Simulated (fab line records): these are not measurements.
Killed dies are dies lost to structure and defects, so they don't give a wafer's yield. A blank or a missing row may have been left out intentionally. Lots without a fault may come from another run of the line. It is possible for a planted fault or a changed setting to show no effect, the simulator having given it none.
fab line records -- flow sky130 -- part 1 of 2: steps 1 to 26 of 37
[record] lots = 5, wafers = 15, last-day = 48
route steps=708 shown CAP2M@612 METAL4@621 VIA4@639
lots that met no fault: from a run of the same line without faults
start-h: hours from the record's opening day to when the first of the lot's shown wafers began -- wait-h: hours from the lot's prior step to this one -- " as in the row above -- L1.1+2: a single row standing in for several wafers -- - no value, or no start was given -- * or withheld: withheld -- < > ~ a bound
route shown NAME@n: NAME is a module with steps in the file, n the number in the route of the first one -- usual: mean/standard deviation taken from wafers without a fault -- same: alike in all rows -- chamber/n: place in a boat -- sites: readings site by site -- _std_site: their standard deviation -- _edge_site: inner sites' mean taken away from outer sites' mean -- radius-mm: for every site, how far away it sits from the centre of the wafer -- mask NAME#n: copy n -- behind: the most recent tool/chamber to have shaped the wafer -- hold: the reason the lot was held/the length of the hold in hours/how it ended -- device: whichever transistor did not switch (one of n, p or np) -- end of line: the route-end tests of the same wafers -- for a step that has no rows: nothing shown but its recipe -- killed: not the wafer's yield, but the dies lost to structure and defects at the first sort -- map: a wafer's dies, x killed, . not, _ none there
set.NAME: the setting that was run; set.NAME@STEP: the one run at that earlier step -- model.NAME: the simulator's own value behind a step, which no gauge read
a table for each step, a row for each wafer; lots at some steps of the route
services: from which hour (start-h, from the record's first day; less than 0 if before it) a tool's chamber was out of use, for how many hours, and why
[[steps]]
[step SKY_CAP2M_EXPOSE_09]
[recipe] mask-id = CAP2M, na = 0.6, source-shape = conventional, sigma-outer = 0.6, polarization = unpolarized, target-cd-nm = 1000, dose-mj = 159
lot.wafer,tool,chamber,start-h,wait-h,mask
L079.2+4+5,iline-stepper-02,0,-,-,CAP2M#0
L081.2+3+6,iline-stepper-01,0,-,-,CAP2M#0
L085.4+5+6,iline-stepper-01,0,-,-,CAP2M#0
L087.1+2+5,iline-stepper-01,0,-,-,CAP2M#0
L088.1+4+6,iline-stepper-01,0,-,-,CAP2M#0
[step SKY_CAP2M_PEB_10]
[recipe] temp-c = withheld, time-s = *, resist = NOVOLAK
[usual] chill-plate-temp-C = *
lot.wafer,tool,chamber,start-h,wait-h,chill-plate-temp-C
L079.2,litho-track-04,0,-,-,*
L079.4,litho-track-04,0,-,-,*
L079.5,litho-track-04,0,-,-,*
L081.2,litho-track-02,0,-,-,*
L081.3,litho-track-02,0,-,-,*
L081.6,litho-track-02,0,-,-,*
L085.4,litho-track-02,0,-,-,*
L085.5,litho-track-02,0,-,-,*
L085.6,litho-track-02,0,-,-,*
L087.1,litho-track-02,0,-,-,*
L087.2,litho-track-02,0,-,-,*
L087.5,litho-track-02,0,-,-,*
L088.1,litho-track-04,0,-,-,*
L088.4,litho-track-04,0,-,-,*
L088.6,litho-track-04,0,-,-,*
[step SKY_CAP2M_DEVELOP_11]
[recipe] resist = NOVOLAK, developer = TMAH, develop-time-s = 60, dev-temp-c = 23
[usual] chill-plate-temp-C = 22.99/0.1
lot.wafer,tool,chamber,start-h,wait-h,chill-plate-temp-C
L079.2,litho-track-04,0,987.80,0.1,23.13
L079.4,litho-track-04,0,987.80,0.1,22.98
L079.5,litho-track-04,0,987.80,0.1,22.99
L081.2,litho-track-02,0,1002.17,0.1,22.91
L081.3,litho-track-02,0,1002.17,0.1,22.95
L081.6,litho-track-02,0,1002.17,0.1,23.00
L085.4,litho-track-02,0,1029.72,0.1,22.98
L085.5,litho-track-02,0,1029.72,0.1,23.06
L085.6,litho-track-02,0,1029.72,0.1,23.14
L087.1,litho-track-02,0,1045.29,0.1,22.78
L087.2,litho-track-02,0,1045.29,0.1,22.88
L087.5,litho-track-02,0,1045.29,0.1,22.93
L088.1,litho-track-04,0,1049.72,0.1,23.05
L088.4,litho-track-04,0,1049.72,0.1,22.95
L088.6,litho-track-04,0,1049.72,0.1,22.86
[step SKY_CAP2M_OVL_MEAS_12]
[usual] CAP2M_OVL = 0.1/1.2
lot.wafer,tool,chamber,start-h,wait-h,CAP2M_OVL[nm]
L079.2,overlay-02,-,987.93,0.1,1.4
L079.4,overlay-02,-,987.93,0.1,-0.8
L079.5,overlay-02,-,987.93,0.1,0.8
L081.2,overlay-02,-,1002.30,0.1,-0.6
L081.3,overlay-02,-,1002.30,0.1,1.1
L081.6,overlay-02,-,1002.30,0.1,-0.6
L085.4,overlay-02,-,1029.81,0.1,-0.4
L085.5,overlay-02,-,1029.81,0.1,-0.3
L085.6,overlay-02,-,1029.81,0.1,-0.5
L087.1,overlay-02,-,1045.44,0.1,-1.6
L087.2,overlay-02,-,1045.44,0.1,0.5
L087.5,overlay-02,-,1045.44,0.1,-1.6
L088.1,overlay-02,-,1049.87,0.1,0.4
L088.4,overlay-02,-,1049.87,0.1,-0.6
L088.6,overlay-02,-,1049.87,0.1,-0.6
[step SKY_CAP2M_METAL_ETCH_13]
[recipe] target-depth-nm = 220, stop-on = SiO2, chemistry = Cl2/BCl3, target = TiN, pressure-mtorr = 10, icp-w = 900, bias-w = 48.5, Cl2_flow_sccm = 60, bcl3-flow-sccm = 30, time-s = 62.9
[usual] drypump-motor-current-A = 5.7/0.37, oes-product-au = 0.939/0.0069, throttle-valve-pct = 21.903/0.01
lot.wafer,tool,chamber,start-h,wait-h,drypump-motor-current-A,oes-product-au,rf-hours-counter-h,throttle-valve-pct
L079.2,rie-metal-01,1,987.96,0.0,6.3,0.930,6,21.900
L079.4,rie-metal-01,0,987.96,0.0,5.8,0.936,-,21.905
L079.5,rie-metal-01,1,987.96,0.0,6.4,0.935,-,21.905
L081.2,rie-metal-02,1,1002.33,0.0,5.4,0.943,16,21.911
L081.3,rie-metal-02,1,1002.33,0.0,5.4,0.948,-,21.884
L081.6,rie-metal-02,1,1002.33,0.0,5.4,0.944,-,21.906
L085.4,rie-metal-02,1,1029.85,0.0,5.3,0.954,-,21.914
L085.5,rie-metal-02,0,1029.85,0.0,5.5,0.941,-,21.905
L085.6,rie-metal-02,1,1029.85,0.0,5.4,0.948,-,21.912
L087.1,rie-metal-01,0,1045.48,0.0,5.8,0.938,6,21.909
L087.2,rie-metal-01,1,1045.48,0.0,6.3,0.926,9,21.897
L087.5,rie-metal-01,1,1045.48,0.0,6.4,0.939,-,21.915
L088.1,rie-metal-03,1,1049.91,0.0,5.5,0.930,15,21.894
L088.4,rie-metal-03,1,1049.91,0.0,5.5,0.930,-,21.919
L088.6,rie-metal-03,0,1049.91,0.0,5.1,0.928,-,21.915
[step SKY_CAP2M_STRIP_14]
[recipe] chemistry = O2/N2, power-w = 1400, pressure-mtorr = 1500, platen-temp-c = withheld, o2-flow-sccm = 3000, n2-flow-sccm = 300, overash-fraction = 0.5
[usual] drypump-motor-current-A = 5.9/0.34, oes-product-au = 0.710/0.0046, strip-time-to-endpoint-s = 12.65/0.037
lot.wafer,tool,chamber,start-h,wait-h,drypump-motor-current-A,oes-product-au,rf-hours-counter-h,strip-time-to-endpoint-s
L079.2,plasma-asher-02,0,988.04,0.1,5.5,0.708,52,12.67
L079.4,plasma-asher-02,1,988.04,0.1,5.6,0.716,-,12.67
L079.5,plasma-asher-02,1,988.04,0.1,5.6,0.709,-,12.70
L081.2,plasma-asher-02,0,1002.41,0.1,5.6,0.713,53,12.66
L081.3,plasma-asher-02,0,1002.41,0.1,5.5,0.708,-,12.67
L081.6,plasma-asher-02,1,1002.41,0.1,5.6,0.698,-,12.71
L085.4,plasma-asher-02,1,1029.94,0.1,5.6,0.714,-,12.65
L085.5,plasma-asher-02,0,1029.94,0.1,5.5,0.714,-,12.66
L085.6,plasma-asher-02,1,1029.94,0.1,5.5,0.708,-,12.67
L087.1,plasma-asher-03,0,1045.56,0.1,6.1,0.716,31,12.64
L087.2,plasma-asher-03,1,1045.56,0.1,6.5,0.708,31,12.65
L087.5,plasma-asher-03,1,1045.56,0.1,6.4,0.706,-,12.62
L088.1,plasma-asher-01,1,1049.99,0.1,5.9,0.708,91,12.70
L088.4,plasma-asher-01,0,1049.99,0.1,5.7,0.712,-,12.71
L088.6,plasma-asher-01,0,1049.99,0.1,5.8,0.715,-,12.72
[step SKY_CAP2M_STRIP_15]
[recipe] chemistry = post-etch-residue-remover, time-s = 1200, temp-c = 72.5
lot.wafer,tool,chamber,start-h,wait-h
L079.2+4+5,wet-bench-04,1,988.14,0.1
L081.2+3+6,wet-bench-03,3,1002.51,0.1
L085.4+5+6,wet-bench-04,0,1030.01,0.0
L087.1+2+5,wet-bench-03,3,1045.66,0.1
L088.1+4+6,wet-bench-04,2,1050.13,0.1
[step SKY_CAP2M_CLEAN_16]
[recipe] chemistry = IPA, time-s = 180, temp-c = 25
lot.wafer,tool,chamber,start-h,wait-h
L079.2+4+5,wet-bench-02,0,988.48,0.0
L081.2+3+6,wet-bench-02,1,1002.88,0.0
L085.4+5+6,wet-bench-02,1,1030.38,0.0
L087.1+2+5,wet-bench-02,3,1046.34,0.0
L088.1+4+6,wet-bench-02,3,1050.55,0.1
[step SKY_CAP2M_CLEAN_17]
[recipe] chemistry = O3/DIW, dry = n2-spin
lot.wafer,tool,chamber,start-h,wait-h
L079.2+4+5,wet-bench-03,1,988.54,0.0
L081.2+3+6,wet-bench-04,1,1002.94,0.0
L085.4+5+6,wet-bench-03,2,1030.44,0.0
L087.1+2+5,wet-bench-03,0,1046.40,0.0
L088.1+4+6,wet-bench-04,2,1050.61,0.0
[step SKY_METAL4_DEHYDRATE_05]
[recipe] temp-c = 200, time-s = 60
[usual] chill-plate-temp-C = 22.99/0.1
lot.wafer,tool,chamber,start-h,wait-h,chill-plate-temp-C
L079.2,litho-track-03,0,1000.06,11.4,22.99
L079.4,litho-track-03,0,1000.06,11.4,23.06
L079.5,litho-track-03,0,1000.06,11.4,22.85
L081.2,litho-track-01,0,1013.62,10.6,22.77
L081.3,litho-track-01,0,1013.62,10.6,22.85
L081.6,litho-track-01,0,1013.62,10.6,22.91
L085.4,litho-track-01,0,1041.07,10.5,22.99
L085.5,litho-track-01,0,1041.07,10.5,23.17
L085.6,litho-track-01,0,1041.07,10.5,23.07
L087.1,litho-track-01,0,1056.35,9.8,23.09
L087.2,litho-track-01,0,1056.35,9.8,23.04
L087.5,litho-track-01,0,1056.35,9.8,23.06
L088.1,litho-track-02,0,1060.29,9.6,22.93
L088.4,litho-track-02,0,1060.29,9.6,23.05
L088.6,litho-track-02,0,1060.29,9.6,23.04
[step SKY_METAL4_HMDS_06]
[recipe] prime-time-s = 60, prime-temp-c = 120
[usual] chill-plate-temp-C = 23.00/0.095
lot.wafer,tool,chamber,start-h,wait-h,chill-plate-temp-C
L079.2,litho-track-03,0,1000.21,0.1,23.17
L079.4,litho-track-03,0,1000.21,0.1,23.15
L079.5,litho-track-03,0,1000.21,0.1,23.07
L081.2,litho-track-01,0,1013.77,0.1,22.87
L081.3,litho-track-01,0,1013.77,0.1,22.85
L081.6,litho-track-01,0,1013.77,0.1,23.03
L085.4,litho-track-01,0,1041.22,0.1,23.02
L085.5,litho-track-01,0,1041.22,0.1,23.05
L085.6,litho-track-01,0,1041.22,0.1,22.83
L087.1,litho-track-01,0,1056.50,0.1,22.98
L087.2,litho-track-01,0,1056.50,0.1,23.15
L087.5,litho-track-01,0,1056.50,0.1,22.99
L088.1,litho-track-02,0,1060.44,0.1,23.03
L088.4,litho-track-02,0,1060.44,0.1,23.07
L088.6,litho-track-02,0,1060.44,0.1,23.23
[step SKY_METAL4_COAT_07]
[recipe] resist = BARC, temp-c = withheld, time-s = withheld, spin-rpm = 3000, resist-thk-nm = 60
[usual] chill-plate-temp-C = *
lot.wafer,tool,chamber,start-h,wait-h,chill-plate-temp-C
L079.2,litho-track-03,0,1000.36,0.1,*
L079.4,litho-track-03,0,1000.36,0.1,*
L079.5,litho-track-03,0,1000.36,0.1,*
L081.2,litho-track-01,0,1013.92,0.1,*
L081.3,litho-track-01,0,1013.92,0.1,*
L081.6,litho-track-01,0,1013.92,0.1,*
L085.4,litho-track-01,0,1041.37,0.1,*
L085.5,litho-track-01,0,1041.37,0.1,*
L085.6,litho-track-01,0,1041.37,0.1,*
L087.1,litho-track-01,0,1056.65,0.1,*
L087.2,litho-track-01,0,1056.65,0.1,*
L087.5,litho-track-01,0,1056.65,0.1,*
L088.1,litho-track-02,0,1060.59,0.1,*
L088.4,litho-track-02,0,1060.59,0.1,*
L088.6,litho-track-02,0,1060.59,0.1,*
[step SKY_METAL4_COAT_08]
[recipe] resist = KrF-thick, spin-rpm = 3000, resist-thk-nm = 1140
[usual] chill-plate-temp-C = 23.00/0.11
lot.wafer,tool,chamber,start-h,wait-h,chill-plate-temp-C
L079.2,litho-track-03,0,-,-,22.91
L079.4,litho-track-03,0,-,-,23.01
L079.5,litho-track-03,0,-,-,23.04
L081.2,litho-track-01,0,-,-,23.08
L081.3,litho-track-01,0,-,-,23.25
L081.6,litho-track-01,0,-,-,23.12
L085.4,litho-track-01,0,-,-,22.97
L085.5,litho-track-01,0,-,-,23.03
L085.6,litho-track-01,0,-,-,22.95
L087.1,litho-track-01,0,-,-,23.06
L087.2,litho-track-01,0,-,-,22.91
L087.5,litho-track-01,0,-,-,22.99
L088.1,litho-track-02,0,-,-,22.84
L088.4,litho-track-02,0,-,-,23.01
L088.6,litho-track-02,0,-,-,23.00
[step SKY_METAL4_SOFTBAKE_09]
[recipe] temp-c = 100, time-s = 90, resist = KrF-thick
[usual] chill-plate-temp-C = 23.00/0.11
lot.wafer,tool,chamber,start-h,wait-h,chill-plate-temp-C
L079.2,litho-track-03,0,-,-,22.89
L079.4,litho-track-03,0,-,-,22.84
L079.5,litho-track-03,0,-,-,22.90
L081.2,litho-track-01,0,-,-,22.96
L081.3,litho-track-01,0,-,-,22.90
L081.6,litho-track-01,0,-,-,22.95
L085.4,litho-track-01,0,-,-,22.99
L085.5,litho-track-01,0,-,-,22.93
L085.6,litho-track-01,0,-,-,23.00
L087.1,litho-track-01,0,-,-,22.93
L087.2,litho-track-01,0,-,-,23.01
L087.5,litho-track-01,0,-,-,23.22
L088.1,litho-track-02,0,-,-,22.93
L088.4,litho-track-02,0,-,-,23.00
L088.6,litho-track-02,0,-,-,22.97
[step SKY_METAL4_EXPOSE_10]
[recipe] mask-id = MM4, na = 0.68, source-shape = annular, sigma-inner = 0.4, sigma-outer = 0.8, target-cd-nm = 300, dose-mj = 27.45
lot.wafer,tool,chamber,start-h,wait-h,mask
L079.2+4+5,krf-scanner-02,0,-,-,MM4#0
L081.2+3+6,krf-scanner-01,0,-,-,MM4#0
L085.4+5+6,krf-scanner-02,0,-,-,MM4#0
L087.1+2+5,krf-scanner-01,0,-,-,MM4#0
L088.1+4+6,krf-scanner-01,0,-,-,MM4#0
[step SKY_METAL4_PEB_11]
[recipe] peb-temp-c = withheld, peb-time-s = withheld, resist = KrF-thick
[usual] chill-plate-temp-C = *
lot.wafer,tool,chamber,start-h,wait-h,chill-plate-temp-C
L079.2,litho-track-03,0,-,-,*
L079.4,litho-track-03,0,-,-,*
L079.5,litho-track-03,0,-,-,*
L081.2,litho-track-01,0,-,-,*
L081.3,litho-track-01,0,-,-,*
L081.6,litho-track-01,0,-,-,*
L085.4,litho-track-03,0,-,-,*
L085.5,litho-track-03,0,-,-,*
L085.6,litho-track-03,0,-,-,*
L087.1,litho-track-02,0,-,-,*
L087.2,litho-track-02,0,-,-,*
L087.5,litho-track-02,0,-,-,*
L088.1,litho-track-03,0,-,-,*
L088.4,litho-track-03,0,-,-,*
L088.6,litho-track-03,0,-,-,*
[step SKY_METAL4_DEVELOP_12]
[recipe] develop-time-s = 60, resist = KrF-thick, dev-temp-c = 21
[usual] chill-plate-temp-C = 23.02/0.11
lot.wafer,tool,chamber,start-h,wait-h,chill-plate-temp-C
L079.2,litho-track-03,0,-,-,23.28
L079.4,litho-track-03,0,-,-,23.06
L079.5,litho-track-03,0,-,-,23.16
L081.2,litho-track-01,0,-,-,22.98
L081.3,litho-track-01,0,-,-,23.14
L081.6,litho-track-01,0,-,-,23.07
L085.4,litho-track-03,0,-,-,23.00
L085.5,litho-track-03,0,-,-,22.97
L085.6,litho-track-03,0,-,-,23.11
L087.1,litho-track-02,0,-,-,23.09
L087.2,litho-track-02,0,-,-,23.19
L087.5,litho-track-02,0,-,-,23.11
L088.1,litho-track-03,0,-,-,22.96
L088.4,litho-track-03,0,-,-,22.97
L088.6,litho-track-03,0,-,-,22.86
[step SKY_METAL4_CD_MEAS_13]
[recipe] target-cd-nm = 300
[usual] cd-nm = 299.5/1.4
lot.wafer,tool,chamber,start-h,wait-h,cd-nm
L079.2,cd-sem-01,-,1012.06,-,298.2
L079.4,cd-sem-01,-,1012.06,-,299.4
L079.5,cd-sem-01,-,1012.06,-,300.4
L081.2,cd-sem-02,-,1026.36,-,304.0
L081.3,cd-sem-02,-,1026.36,-,303.0
L081.6,cd-sem-02,-,1026.36,-,303.2
L085.4,cd-sem-01,-,1053.00,-,300.6
L085.5,cd-sem-01,-,1053.00,-,300.0
L085.6,cd-sem-01,-,1053.00,-,301.1
L087.1,cd-sem-02,-,1067.59,-,299.6
L087.2,cd-sem-02,-,1067.59,-,300.4
L087.5,cd-sem-02,-,1067.59,-,299.4
L088.1,cd-sem-01,-,1072.04,-,299.7
L088.4,cd-sem-01,-,1072.04,-,300.6
L088.6,cd-sem-01,-,1072.04,-,298.6
[step SKY_METAL4_OVL_MEAS_14]
[usual] METAL4_OVL = 0/5.5
lot.wafer,tool,chamber,start-h,wait-h,METAL4_OVL[nm]
L079.2,overlay-01,-,1012.16,0.1,-6
L079.4,overlay-01,-,1012.16,0.1,-4
L079.5,overlay-01,-,1012.16,0.1,-4
L081.2,overlay-01,-,1026.47,0.1,0
L081.3,overlay-01,-,1026.47,0.1,-2
L081.6,overlay-01,-,1026.47,0.1,-6
L085.4,overlay-02,-,1053.08,0.1,6
L085.5,overlay-02,-,1053.08,0.1,1
L085.6,overlay-02,-,1053.08,0.1,5
L087.1,overlay-02,-,1067.71,0.1,-6
L087.2,overlay-02,-,1067.71,0.1,-12
L087.5,overlay-02,-,1067.71,0.1,-9
L088.1,overlay-01,-,1072.16,0.1,-8
L088.4,overlay-01,-,1072.16,0.1,-5
L088.6,overlay-01,-,1072.16,0.1,-12
[step SKY_METAL4_DESCUM_15]
[recipe] chemistry = O2, source-power-w = 150, bias-power-w = 0, pressure-mtorr = 10, temp-c = 40, time-s = 8
[usual] drypump-motor-current-A = 5.50/0.24, oes-product-au = 0.999/0.0077
lot.wafer,tool,chamber,start-h,wait-h,drypump-motor-current-A,oes-product-au,rf-hours-counter-h
L079.2,rie-metal-02,1,1012.19,0.0,5.35,1.002,16
L079.4,rie-metal-02,0,1012.19,0.0,5.54,0.999,-
L079.5,rie-metal-02,0,1012.19,0.0,5.54,0.989,-
L081.2,rie-metal-03,0,1026.50,0.0,5.14,0.985,20
L081.3,rie-metal-03,1,1026.50,0.0,5.54,0.991,-
L081.6,rie-metal-03,0,1026.50,0.0,5.15,0.987,-
L085.4,rie-metal-02,0,1053.10,0.0,5.50,0.997,-
L085.5,rie-metal-02,0,1053.10,0.0,5.53,1.007,-
L085.6,rie-metal-02,1,1053.10,0.0,5.32,0.997,-
L087.1,rie-metal-04,0,1067.75,0.0,5.99,1.000,10
L087.2,rie-metal-04,1,1067.75,0.0,5.45,1.013,22
L087.5,rie-metal-04,0,1067.75,0.0,5.99,1.001,-
L088.1,rie-metal-03,1,1072.19,0.0,5.52,1.004,17
L088.4,rie-metal-03,1,1072.19,0.0,5.53,0.995,-
L088.6,rie-metal-03,1,1072.19,0.0,5.55,0.992,-
[step SKY_METAL4_ETCH_16]
[recipe] chemistry = N2/H2, target = BARC, ion-energy-ev = 196.7, bias-w = 100, pressure-mtorr = 30, n2-flow-sccm = 100, h2-flow-sccm = 200, icp-w = 500, stop-on = SiO2, time-s = 88.2, target-depth-a = 600
[usual] drypump-motor-current-A = 5.51/0.24, oes-product-au = 0.625/0.0045, throttle-valve-pct = 13.205/0.0092
lot.wafer,tool,chamber,start-h,wait-h,drypump-motor-current-A,oes-product-au,rf-hours-counter-h,throttle-valve-pct
L079.2,rie-metal-02,1,1012.23,0.0,5.35,0.624,16,13.216
L079.4,rie-metal-02,0,1012.23,0.0,5.54,0.625,-,13.209
L079.5,rie-metal-02,0,1012.23,0.0,5.56,0.630,-,13.194
L081.2,rie-metal-03,0,1026.53,0.0,5.16,0.628,20,13.204
L081.3,rie-metal-03,1,1026.53,0.0,5.55,0.627,-,13.199
L081.6,rie-metal-03,0,1026.53,0.0,5.16,0.620,-,13.192
L085.4,rie-metal-02,0,1053.16,0.0,5.56,0.624,-,13.211
L085.5,rie-metal-02,0,1053.16,0.0,5.59,0.621,-,13.203
L085.6,rie-metal-02,1,1053.16,0.0,5.36,0.633,-,13.219
L087.1,rie-metal-04,0,1067.78,0.0,5.97,0.620,10,13.193
L087.2,rie-metal-04,1,1067.78,0.0,5.47,0.623,22,13.181
L087.5,rie-metal-04,0,1067.78,0.0,5.96,0.628,-,13.203
L088.1,rie-metal-03,1,1072.26,0.1,5.54,0.626,17,13.195
L088.4,rie-metal-03,1,1072.26,0.1,5.53,0.623,-,13.188
L088.6,rie-metal-03,1,1072.26,0.1,5.54,0.625,-,13.216
[step SKY_METAL4_ETCH_17]
[recipe] target = SiO2, stop-on = TiN, chemistry = C4F8/O2/Ar, source-w = 1500, bias-w = 1200, pressure-mtorr = 40, c4f8-flow-sccm = withheld, O2_flow_sccm = 6, Ar_flow_sccm = 300, time-s = 3.9, target-depth-a = 150
[usual] oes-product-au = 0.754/0.0074
lot.wafer,tool,chamber,start-h,wait-h,oes-product-au,rf-hours-counter-h
L079.2,rie-diel-01,3,1012.32,0.1,0.752,13
L079.4,rie-diel-01,2,1012.32,0.1,0.751,16
L079.5,rie-diel-01,3,1012.32,0.1,0.745,-
L081.2,rie-diel-04,3,1026.63,0.1,0.744,11
L081.3,rie-diel-04,1,1026.63,0.1,0.751,7
L081.6,rie-diel-04,3,1026.63,0.1,0.767,-
L085.4,rie-diel-01,2,1053.22,0.0,0.752,17
L085.5,rie-diel-01,3,1053.22,0.0,0.751,-
L085.6,rie-diel-01,2,1053.22,0.0,0.756,-
L087.1,rie-diel-02,3,1067.88,0.1,0.756,13
L087.2,rie-diel-02,0,1067.88,0.1,0.746,23
L087.5,rie-diel-02,0,1067.88,0.1,0.756,-
L088.1,rie-diel-02,3,1072.45,0.2,0.746,13
L088.4,rie-diel-02,1,1072.45,0.2,0.748,7
L088.6,rie-diel-02,2,1072.45,0.2,0.761,-
[step SKY_METAL4_METAL_ETCH_18]
[recipe] target-depth-a = 8450, stop-on = SiO2, over-etch-frac = 0.3, time-s = 183.1, chemistry = Cl2/BCl3, resist-sidewall-deg = 88, pressure-mtorr = 10, icp-w = 900, bias-w = 48.5, Cl2_flow_sccm = 60, bcl3-flow-sccm = 30
[usual] drypump-motor-current-A = 5.50/0.25, oes-product-au = 0.866/0.0057, throttle-valve-pct = 22.265/0.0087
lot.wafer,tool,chamber,start-h,wait-h,drypump-motor-current-A,oes-product-au,rf-hours-counter-h,throttle-valve-pct
L079.2,rie-metal-03,1,1012.34,0.0,5.55,0.857,13,22.257
L079.4,rie-metal-03,1,1012.34,0.0,5.53,0.865,-,22.259
L079.5,rie-metal-03,1,1012.34,0.0,5.52,0.862,-,22.260
L081.2,rie-metal-04,0,1026.65,0.0,5.98,0.860,8,22.263
L081.3,rie-metal-04,0,1026.65,0.0,5.97,0.861,-,22.270
L081.6,rie-metal-04,1,1026.65,0.0,5.44,0.857,-,22.278
L085.4,rie-metal-03,0,1053.30,0.1,5.15,0.870,-,22.264
L085.5,rie-metal-03,0,1053.30,0.1,5.15,0.862,-,22.281
L085.6,rie-metal-03,1,1053.30,0.1,5.53,0.863,-,22.255
L087.1,rie-metal-02,0,1067.90,0.0,5.53,0.869,12,22.248
L087.2,rie-metal-02,1,1067.90,0.0,5.33,0.871,19,22.256
L087.5,rie-metal-02,0,1067.90,0.0,5.54,0.863,-,22.258
L088.1,rie-metal-04,0,1072.47,0.0,5.99,0.863,11,22.271
L088.4,rie-metal-04,0,1072.47,0.0,5.97,0.860,-,22.276
L088.6,rie-metal-04,1,1072.47,0.0,5.45,0.864,-,22.271
[step SKY_METAL4_STRIP_19]
[recipe] chemistry = O2/N2, power-w = 1400, pressure-mtorr = 1500, platen-temp-c = withheld, o2-flow-sccm = 3000, n2-flow-sccm = 300, overash-fraction = 0.5
[usual] drypump-motor-current-A = 5.58/0.26, oes-product-au = 0.502/0.0053, strip-time-to-endpoint-s = 6.54/0.079
lot.wafer,tool,chamber,start-h,wait-h,drypump-motor-current-A,oes-product-au,rf-hours-counter-h,strip-time-to-endpoint-s
L079.2,plasma-asher-02,0,1012.52,0.1,5.51,0.506,54,6.55
L079.4,plasma-asher-02,0,1012.52,0.1,5.53,0.493,-,6.54
L079.5,plasma-asher-02,0,1012.52,0.1,5.54,0.505,-,6.55
L081.2,plasma-asher-01,0,1026.83,0.1,5.77,0.511,88,6.53
L081.3,plasma-asher-01,0,1026.83,0.1,5.76,0.497,-,6.58
L081.6,plasma-asher-01,1,1026.83,0.1,5.85,0.495,-,6.53
L085.4,plasma-asher-02,1,1053.45,0.1,5.59,0.504,-,6.76
L085.5,plasma-asher-02,1,1053.45,0.1,5.57,0.511,-,6.79
L085.6,plasma-asher-02,0,1053.45,0.1,5.54,0.498,-,6.63
L087.1,plasma-asher-01,0,1068.07,0.1,5.75,0.498,93,6.45
L087.2,plasma-asher-01,1,1068.07,0.1,5.87,0.503,93,6.54
L087.5,plasma-asher-01,0,1068.07,0.1,5.74,0.500,-,6.54
L088.1,plasma-asher-01,1,1072.65,0.1,5.89,0.507,93,6.53
L088.4,plasma-asher-01,0,1072.65,0.1,5.74,0.509,-,6.52
L088.6,plasma-asher-01,0,1072.65,0.1,5.72,0.505,-,6.43
[step SKY_METAL4_STRIP_20]
[recipe] chemistry = post-etch-residue-remover, time-s = 1200, temp-c = 72.5
lot.wafer,tool,chamber,start-h,wait-h
L079.2+4+5,wet-bench-03,3,1012.62,0.1
L081.2+3+6,wet-bench-03,2,1026.93,0.1
L085.4+5+6,wet-bench-03,2,1053.52,0.0
L087.1+2+5,wet-bench-03,3,1068.17,0.1
L088.1+4+6,wet-bench-03,1,1072.80,0.1
[step SKY_METAL4_CLEAN_21]
[recipe] chemistry = IPA, time-s = 180, temp-c = 25
lot.wafer,tool,chamber,start-h,wait-h
L079.2+4+5,wet-bench-01,1,1012.96,0.0
L081.2+3+6,wet-bench-04,3,1027.27,0.0
L085.4+5+6,wet-bench-03,3,1054.30,0.0
L087.1+2+5,wet-bench-04,1,1068.52,0.0
L088.1+4+6,wet-bench-03,1,1073.17,0.0
